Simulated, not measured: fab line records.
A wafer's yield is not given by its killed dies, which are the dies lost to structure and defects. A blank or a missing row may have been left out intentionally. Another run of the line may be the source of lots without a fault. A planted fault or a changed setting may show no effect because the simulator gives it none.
fab line records	flow sky130
record: lots: 12	wafers: 36	last_day: 50
route steps=708 shown METAL1@437 VIA1@461 METAL2@498 VIA2@509 PAD_OPEN@708
lots that met no fault: taken from a fault-free run of the same line
start_h: start of the lot's first displayed wafer, in hours after the record's first day	wait_h: hours from the lot's prior step to this one	" as in the row above	L1.1+2: a row that stands for several wafers	- no value, or no start was given	* or withheld: withheld	< > ~ a bound
route shown NAME@n: a module of which the file shows steps, and the number in the route of the first	usual: average and standard deviation across the fault-free wafers	same: alike in all rows	chamber/n: place in a boat	sites: each site's reading	_std_site: standard deviation of those values	_edge_site: inner sites' mean taken away from outer sites' mean	radius_mm: for every site, how far away it sits from the centre of the wafer	mask NAME#n: copy n	behind: the tool/chamber that last shaped the wafer	hold: why the lot was held/for how many hours/how that ended	device: names the non-switching transistor (n, p or np)	end of line: the route-end tests of the same wafers	a step without rows: its recipe alone	killed: dies lost to structure and defects at the first sort, not the wafer's yield	map: shows each die of a wafer: x if killed, . if not, _ if none is there
set.NAME: setting as actually run; set.NAME@STEP: the setting as run at that earlier step	model.NAME: the simulator's own value behind a step, which no gauge read
route steps across a sampled set of lots; one table per step, one row per wafer
services: from which hour (start_h, from the record's first day; less than 0 if before it) a tool's chamber was out of use, for how many hours, and why
== steps ==
step: SKY_METAL1_SPUTTER_03
recipe: material: Ti	target_thk_nm: 5	power_w: 3000	time_s: 3.3	chamber_pressure_pa: 0.4
usual: throttle_valve_pct: 30.6/0.71
lot.wafer	tool	chamber	start_h	wait_h	throttle_valve_pct
L164.2	pvd_sputter-01	-	740.93	0.0	29.9
L164.4	"	-	"	"	31.8
L164.6	"	-	"	"	30.3
L165.1	pvd_sputter-03	-	757.17	0.0	30.4
L165.4	"	-	"	"	30.4
L165.5	"	-	"	"	30.6
L166.1	pvd_sputter-01	-	761.10	0.0	29.9
L166.2	"	-	"	"	30.4
L166.3	"	-	"	"	31.5
L168.2	pvd_sputter-04	-	780.18	0.0	30.8
L168.3	"	-	"	"	30.5
L168.4	"	-	"	"	29.4
L169.1	pvd_sputter-01	-	787.27	0.0	30.4
L169.3	"	-	"	"	31.8
L169.5	"	-	"	"	30.2
L170.2	pvd_sputter-04	-	789.64	0.0	31.8
L170.3	"	-	"	"	30.5
L170.4	"	-	"	"	31.0
L171.2	pvd_sputter-03	-	797.29	0.0	30.6
L171.4	"	-	"	"	30.8
L171.5	"	-	"	"	30.2
L173.1	pvd_sputter-01	-	807.65	0.0	31.6
L173.3	"	-	"	"	30.2
L173.4	"	-	"	"	30.0
L174.3	pvd_sputter-01	-	819.37	0.0	31.8
L174.4	"	-	"	"	30.3
L174.5	"	-	"	"	30.0
L183.1	pvd_sputter-01	-	887.50	0.0	30.1
L183.5	"	-	"	"	29.9
L183.6	"	-	"	"	30.2
L185.2	pvd_sputter-01	-	898.70	0.0	31.4
L185.3	"	-	"	"	30.4
L185.6	"	-	"	"	30.3
L186.2	pvd_sputter-01	-	909.46	0.0	30.1
L186.4	"	-	"	"	30.4
L186.6	"	-	"	"	30.0
step: SKY_VIA1_BOW_MEAS_03
recipe: mode: bow
usual: VIA1_BOW: 79/7.3
lot.wafer	tool	chamber	start_h	wait_h	VIA1_BOW[um]
L164.2	film_metro-02	-	769.23	0.2	79
L164.4	"	-	"	"	83
L164.6	"	-	"	"	80
L165.1	film_metro-02	-	785.30	0.2	72
L165.4	"	-	"	"	81
L165.5	"	-	"	"	75
L166.1	film_metro-04	-	789.89	0.1	86
L166.2	"	-	"	"	81
L166.3	"	-	"	"	86
L168.2	film_metro-02	-	808.68	0.2	79
L168.3	"	-	"	"	88
L168.4	"	-	"	"	77
L169.1	film_metro-02	-	815.46	0.1	96
L169.3	"	-	"	"	83
L169.5	"	-	"	"	87
L170.2	film_metro-03	-	816.96	0.1	68
L170.3	"	-	"	"	81
L170.4	"	-	"	"	84
L171.2	film_metro-03	-	824.95	0.3	79
L171.4	"	-	"	"	80
L171.5	"	-	"	"	88
L173.1	film_metro-02	-	835.63	0.2	76
L173.3	"	-	"	"	91
L173.4	"	-	"	"	88
L174.3	film_metro-02	-	847.48	0.3	67
L174.4	"	-	"	"	73
L174.5	"	-	"	"	73
L183.1	film_metro-04	-	914.27	0.1	83
L183.5	"	-	"	"	76
L183.6	"	-	"	"	81
L185.2	film_metro-04	-	925.36	0.1	73
L185.3	"	-	"	"	89
L185.6	"	-	"	"	88
L186.2	film_metro-03	-	935.66	0.1	73
L186.4	"	-	"	"	75
L186.6	"	-	"	"	89
step: SKY_METAL2_CD_MEAS_15
recipe: target_cd_nm: 140
usual: cd_nm: 139.6/1.8
lot.wafer	tool	chamber	start_h	wait_h	cd_nm
L164.2	cd_sem-01	-	823.75	-	139.4
L164.4	"	-	"	"	138.4
L164.6	"	-	"	"	137.8
L165.1	cd_sem-01	-	839.26	-	139.2
L165.4	"	-	"	"	141.1
L165.5	"	-	"	"	141.2
L166.1	cd_sem-02	-	843.68	-	141.5
L166.2	"	-	"	"	140.4
L166.3	"	-	"	"	140.0
L168.2	cd_sem-02	-	862.80	-	142.6
L168.3	"	-	"	"	141.5
L168.4	"	-	"	"	142.5
L169.1	cd_sem-01	-	869.35	-	137.5
L169.3	"	-	"	"	135.5
L169.5	"	-	"	"	136.2
L170.2	cd_sem-01	-	870.43	-	139.8
L170.3	"	-	"	"	139.7
L170.4	"	-	"	"	137.7
L171.2	cd_sem-01	-	879.37	-	140.3
L171.4	"	-	"	"	141.9
L171.5	"	-	"	"	143.1
L173.1	cd_sem-02	-	891.60	-	142.6
L173.3	"	-	"	"	139.9
L173.4	"	-	"	"	140.6
L174.3	cd_sem-01	-	900.94	-	140.6
L174.4	"	-	"	"	140.0
L174.5	"	-	"	"	141.0
L183.1	cd_sem-02	-	965.95	-	137.1
L183.5	"	-	"	"	134.9
L183.6	"	-	"	"	137.9
L185.2	cd_sem-02	-	977.84	-	144.4
L185.3	"	-	"	"	142.5
L185.6	"	-	"	"	142.0
L186.2	cd_sem-02	-	987.60	-	137.5
L186.4	"	-	"	"	137.5
L186.6	"	-	"	"	137.9
step: SKY_VIA2_CMP_02
recipe: material: SiO2	down_force_psi: 4	platen_rpm: 60	pad_velocity_m_s: 0.94248
usual: head_pressure_psi: 4.002/0.0095	motor_current_A: 11.6/0.89
lot.wafer	tool	chamber	start_h	wait_h	head_pressure_psi	motor_current_A
L164.2	cmp-01	2	824.85	0.0	4.001	11.8
L164.4	"	0	"	"	4.000	11.6
L164.6	"	3	"	"	4.004	10.9
L165.4	cmp-02	0	840.39	0.0	3.999	10.3
L165.1	"	2	"	"	4.014	11.4
L165.5	"	1	"	"	3.999	11.6
L166.1	cmp-02	0	844.80	0.1	4.006	11.0
L166.3	"	1	"	"	3.993	11.6
L166.2	"	3	"	"	4.021	12.4
L168.4	cmp-01	1	863.94	0.1	4.004	12.8
L168.2	"	2	"	"	3.993	11.5
L168.3	"	0	"	"	4.014	11.8
L169.3	cmp-01	3	870.52	0.1	4.005	10.3
L169.1	"	1	"	"	4.001	13.1
L169.5	"	2	"	"	4.002	11.7
L170.4	cmp-01	2	871.57	0.0	4.010	11.6
L170.2	"	0	"	"	4.006	11.5
L170.3	"	1	"	"	3.991	12.7
L171.4	cmp-01	1	880.79	0.1	3.974	13.0
L171.2	"	2	"	"	4.019	10.9
L171.5	"	3	"	"	4.013	10.7
L173.1	cmp-01	0	892.96	0.1	4.008	11.5
L173.4	"	1	"	"	4.006	12.3
L173.3	"	2	"	"	4.015	11.4
L174.4	cmp-01	3	902.02	0.0	4.000	10.4
L174.3	"	0	"	"	3.981	11.8
L174.5	"	3	"	"	3.993	10.9
L183.1	cmp-02	2	967.18	0.1	4.011	11.4
L183.6	"	0	"	"	4.019	10.7
L183.5	"	1	"	"	3.996	11.5
L185.3	cmp-02	0	978.94	0.0	3.999	10.9
L185.2	"	2	"	"	4.020	11.1
L185.6	"	0	"	"	3.994	11.3
L186.4	cmp-01	0	988.70	0.0	4.003	12.1
L186.2	"	3	"	"	3.994	10.5
L186.6	"	0	"	"	4.008	11.3
step: SKY_VIA2_BOW_MEAS_03
recipe: mode: bow
usual: VIA2_BOW: 86/8
lot.wafer	tool	chamber	start_h	wait_h	hold	VIA2_BOW[um]
L164.2	film_metro-01	-	825.17	0.3	-	89
L164.4	"	-	"	"	-	90
L164.6	"	-	"	"	-	89
L165.1	film_metro-03	-	840.69	0.1	-	75
L165.4	"	-	"	"	-	84
L165.5	"	-	"	"	-	79
L166.1	film_metro-04	-	845.10	0.2	-	95
L166.2	"	-	"	"	-	89
L166.3	"	-	"	"	-	95
L168.2	film_metro-04	-	864.26	0.2	-	87
L168.3	"	-	"	"	-	96
L168.4	"	-	"	"	-	84
L169.1	film_metro-03	-	870.77	0.1	-	102
L169.3	"	-	"	"	-	88
L169.5	"	-	"	"	-	94
L170.2	film_metro-01	-	871.89	0.2	-	82
L170.3	"	-	"	"	-	93
L170.4	"	-	"	"	-	97
L171.2	film_metro-01	-	881.01	0.1	-	84
L171.4	"	-	"	"	-	87
L171.5	"	-	"	"	-	95
L173.1	film_metro-04	-	893.21	0.2	-	86
L173.3	"	-	"	"	-	100
L173.4	"	-	"	"	-	99
L174.3	film_metro-03	-	902.36	0.2	-	73
L174.4	"	-	"	"	-	79
L174.5	"	-	"	"	-	79
L183.1	film_metro-01	-	967.38	0.1	await_dispo/0.2h/release	103
L183.5	"	-	"	"	await_dispo/0.2h/release	96
L183.6	"	-	"	"	await_dispo/0.2h/release	90
L183.1	film_metro-01	-	967.67	0.3	-	-
L183.5	"	-	"	"	-	-
L183.6	"	-	"	"	-	-
L185.2	film_metro-03	-	979.26	0.2	await_dispo/0.2h/release	76
L185.3	"	-	"	"	await_dispo/0.2h/release	102
L185.6	"	-	"	"	await_dispo/0.2h/release	92
L185.2	film_metro-03	-	979.72	0.4	-	-
L185.3	"	-	"	"	-	-
L185.6	"	-	"	"	-	-
L186.2	film_metro-04	-	989.02	0.1	-	76
L186.4	"	-	"	"	-	80
L186.6	"	-	"	"	-	93
step: SKY_VIA2_ETCH_15
recipe: target: SiO2	chemistry: C4F8/O2/Ar	target_depth_nm: 546	stop_on: TiN	mask_material: KrF-thick	source_w: 1500	bias_w: 1200	pressure_mtorr: 40	c4f8_flow_sccm: withheld	O2_flow_sccm: 6	Ar_flow_sccm: 300	time_s: 84
usual: oes_product_au: 0.940/0.0044
lot.wafer	tool	chamber	start_h	wait_h	oes_product_au
L164.2	rie_diel-01	0	851.48	0.0	0.934
L164.4	"	3	"	"	0.948
L164.6	"	3	"	"	0.933
L165.1	rie_diel-01	1	867.11	0.0	0.944
L165.4	"	2	"	"	0.941
L165.5	"	2	"	"	0.937
L166.1	rie_diel-03	3	871.09	0.0	0.949
L166.2	"	2	"	"	0.938
L166.3	"	1	"	"	0.944
L168.2	rie_diel-01	3	890.88	0.0	0.940
L168.3	"	2	"	"	0.944
L168.4	"	1	"	"	0.945
L169.1	rie_diel-01	2	896.93	0.0	0.935
L169.3	"	0	"	"	0.936
L169.5	"	1	"	"	0.934
L170.2	rie_diel-04	0	897.91	0.0	0.934
L170.3	"	3	"	"	0.938
L170.4	"	2	"	"	0.943
L171.2	rie_diel-01	2	906.49	0.0	0.943
L171.4	"	1	"	"	0.933
L171.5	"	0	"	"	0.937
L173.1	rie_diel-03	0	918.09	0.0	0.944
L173.3	"	1	"	"	0.939
L173.4	"	2	"	"	0.936
L174.3	rie_diel-04	2	927.33	0.0	0.942
L174.4	"	0	"	"	0.940
L174.5	"	2	"	"	0.946
L183.1	rie_diel-03	3	991.91	0.0	1.002
L183.5	"	2	"	"	0.976
L183.6	"	3	"	"	0.936
L185.2	rie_diel-01	2	1003.07	0.0	0.937
L185.3	"	3	"	"	1.014
L185.6	"	2	"	"	0.940
L186.2	rie_diel-04	1	1012.09	0.0	0.943
L186.4	"	0	"	"	0.934
L186.6	"	2	"	"	0.932
step: SKY_PAD_OPEN_PROBE_99
usual: defect_limited_yield: 82.3/1.9	killed_at_M0_to_M3: 45/6.6	killed_at_M4_up: 3.1/1.6	killed_at_contacts: 24/5	killed_at_front_end: 14/4.4	killed_at_other: 0.3/0.58	killed_dies: 87/9.2	killed_open: 47/6.7	killed_short: 40/6.4
same: gross_dies: 492	killed_at_back_side: 0
lot.wafer	tool	chamber	start_h	wait_h	defect_limited_yield[%]	killed_at_M0_to_M3	killed_at_M4_up	killed_at_contacts	killed_at_front_end	killed_at_other	killed_dies	killed_open	killed_short
L171.2	prober-01	-	1121.68	0.1	84.3	46	3	15	13	0	77	41	36
L171.4	prober-01	-	1121.78	0.2	82.9	40	2	29	13	0	84	50	34
L171.5	prober-01	-	1121.83	0.2	84.3	40	3	20	14	0	77	38	39
L183.1	prober-02	-	1184.90	0.1	84.1	40	3	22	13	0	78	35	43
L183.5	prober-02	-	1185.10	0.2	84.1	41	6	21	10	0	78	39	39
L183.6	prober-02	-	1185.15	0.2	82.7	50	3	24	8	0	85	43	42
killed by level:class
L171.2 VIA1:geometric_particle:open=11 VIA1:geometric_particle:short=8 VIA3:geometric_particle:open=7 FIELD_ISO:geometric_particle:open=6 METAL1:geometric_particle:short=5 LOCAL_INTERCONNECT:geometric_particle:short=4 CONTACT:geometric_particle:open=4 VIA2:geometric_particle:open=4
L171.4 CONTACT:geometric_particle:open=13 VIA1:geometric_particle:open=13 VIA2:geometric_particle:open=8 LI_CONTACT:geometric_particle:open=7 LOCAL_INTERCONNECT:geometric_particle:short=5 METAL1:geometric_particle:short=5 METAL2:geometric_particle:short=4 CONTACT:geometric_particle:short=4
L171.5 CONTACT:geometric_particle:open=8 VIA1:geometric_particle:open=8 METAL2:geometric_particle:short=7 VIA1:geometric_particle:short=6 FIELD_ISO:geometric_particle:open=4 LOCAL_INTERCONNECT:geometric_particle:short=4 VIA3:geometric_particle:open=4 FIELD_ISO:geometric_particle:short=3
L183.1 VIA1:geometric_particle:open=10 METAL2:geometric_particle:short=7 LI_CONTACT:geometric_particle:open=6 VIA3:geometric_particle:short=6 CONTACT:geometric_particle:open=5 LI_CONTACT:geometric_particle:short=4 FIELD_ISO:geometric_particle:short=4 LOCAL_INTERCONNECT:geometric_particle:short=4
L183.5 VIA3:geometric_particle:open=8 CONTACT:geometric_particle:open=7 CONTACT:geometric_particle:short=6 POLY_GATE:geometric_particle:short=5 VIA1:geometric_particle:short=5 METAL3:geometric_particle:short=5 VIA1:geometric_particle:open=5 VIA2:geometric_particle:open=5
L183.6 LI_CONTACT:geometric_particle:open=8 CONTACT:geometric_particle:open=8 METAL2:geometric_particle:short=8 VIA3:geometric_particle:open=7 VIA2:geometric_particle:short=6 METAL1:geometric_particle:short=6 VIA1:geometric_particle:open=6 VIA2:geometric_particle:open=5
== services ==
tool	chamber	start_h	hours	kind
cmp-01	-	726.71	1.6	repair
cmp-01	-	744.22	4.0	pm
rie_diel-04	-	762.73	2.8	pm
rie_diel-01	1	776.62	2.8	repair
rie_diel-03	2	780.68	25.0	repair
rie_diel-03	-	785.31	0.6	repair
cmp-01	-	801.17	1.3	repair
rie_diel-01	1	801.61	9.0	repair
cmp-02	-	859.24	5.6	pm
rie_diel-03	3	875.02	3.4	repair
cmp-02	-	877.88	1.7	repair
cmp-01	-	878.99	0.6	repair
cmp-02	-	883.69	5.8	pm
rie_diel-01	3	897.86	12.5	repair
cmp-02	-	912.27	4.0	pm
rie_diel-03	0	920.99	1.3	repair
rie_diel-01	-	931.47	2.8	pm
rie_diel-01	1	946.12	9.6	repair
pvd_sputter-01	-	957.34	0.5	repair
rie_diel-01	3	968.76	23.0	repair
cmp-02	-	968.88	4.3	repair
rie_diel-04	0	996.09	1.3	repair
rie_diel-01	1	998.93	12.6	repair
pvd_sputter-01	-	1003.05	6.7	repair
== key ==
first_sign: step: SKY_VIA2_BOW_MEAS_03	reading: visit	direction: added
effect: step: SKY_VIA2_ETCH_15	reading: oes_product_au	direction: up	sigmas: 13	usual: 0.940	struck: 0.997
met_at SKY_VIA2_CMP_02
struck_lots L183,L185
struck_wafers L183.1,L183.5,L185.3
not_acting_at SKY_METAL1_SPUTTER_03,SKY_VIA1_BOW_MEAS_03,SKY_METAL2_CD_MEAS_15
onset_between 844.80 967.18
fault: kind: process_parameter_drift	tool: cmp-02	chamber: -	onset_h: 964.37	steps: SKY_VIA2_CMP_02	channel: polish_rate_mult	offset: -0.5	shape: step	end_h: 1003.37	scope: struck_wafers_only
